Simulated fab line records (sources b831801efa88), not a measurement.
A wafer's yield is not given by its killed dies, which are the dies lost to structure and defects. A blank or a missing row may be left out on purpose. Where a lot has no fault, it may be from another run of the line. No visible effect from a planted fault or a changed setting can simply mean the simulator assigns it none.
What tool caused it? || flow gf180mcu || 14 lots, 42 wafers sampled, at 1 step of a route of 602

## WHAT THE GAUGES SHOWED, per wafer
GF_PSD_TW_MEAS_11. Usual: PSD_TW 3156, standard deviation 35.
{"lot": "L795", "measured": "day 14 11:04", "on": "film_metro-04", "PSD_TW": "3150 3118 3125", "flag": ""}
{"lot": "L797", "measured": "day 14 17:30", "on": "film_metro-04", "PSD_TW": "3146 3134 3155", "flag": ""}
{"lot": "L799", "measured": "day 15 08:00", "on": "film_metro-01", "PSD_TW": "3185 3213 3190", "flag": ""}
{"lot": "L801", "measured": "day 16 12:47", "on": "film_metro-04", "PSD_TW": "3175 3147 3148", "flag": ""}
{"lot": "L800", "measured": "day 16 13:17", "on": "film_metro-02", "PSD_TW": "3119 3108 3124", "flag": ""}
{"lot": "L802", "measured": "day 16 18:50", "on": "film_metro-01", "PSD_TW": "3204 3192 3204", "flag": ""}
{"lot": "L803", "measured": "day 16 22:20", "on": "film_metro-02", "PSD_TW": "3129 3129 3126", "flag": ""}
{"lot": "L804", "measured": "day 17 16:19", "on": "film_metro-01", "PSD_TW": "3172 3165 3171", "flag": ""}
{"lot": "L809", "measured": "day 19 05:58", "on": "film_metro-01", "PSD_TW": "3174 3178 3180", "flag": ""}
{"lot": "L812", "measured": "day 20 18:44", "on": "film_metro-01", "PSD_TW": "3213 3225 3198", "flag": ""}
{"lot": "L814", "measured": "day 20 20:59", "on": "film_metro-01", "PSD_TW": "3216 3205 3222", "flag": ""}
{"lot": "L815", "measured": "day 21 20:59", "on": "film_metro-01", "PSD_TW": "3216 3213 3226", "flag": ""}
{"lot": "L816", "measured": "day 22 02:59", "on": "film_metro-02", "PSD_TW": "3130 3121 3116", "flag": ""}
{"lot": "L818", "measured": "day 22 13:17", "on": "film_metro-02", "PSD_TW": "3119 3134 3118", "flag": ""}

## WHAT TOOL EACH LOT RAN ON (gives the tool, then ch and the chambers of the sampled wafers, and finally the start)
Before these readings, the record contains no process step.

## WHAT THE TOOLS THEMSELVES READ (means of the sampled wafers that have a number; where no wafer has one, the mark that the record gives instead)
The record holds no such reading with a usual standard deviation.

## THE ANSWER, worked out from the rows above alone
Rule: a lot is off if the mean of its wafers that have a number lies more than 3 standard deviations from the usual mean. A lot without any number at a reading at which 4 lots or more have one is off too. All remaining lots with rows at the step are treated as sound. First the gauges in route order, then the tools' own readings, where a lot's mean is used as printed above. The first step at which some lot is off is used, and at that step the reading that is off furthest; a lot without a number counts as furthest.
No lot is off at any reading shown: from this, nothing can be told.

## WHAT THE SIMULATOR HAD INSERTED
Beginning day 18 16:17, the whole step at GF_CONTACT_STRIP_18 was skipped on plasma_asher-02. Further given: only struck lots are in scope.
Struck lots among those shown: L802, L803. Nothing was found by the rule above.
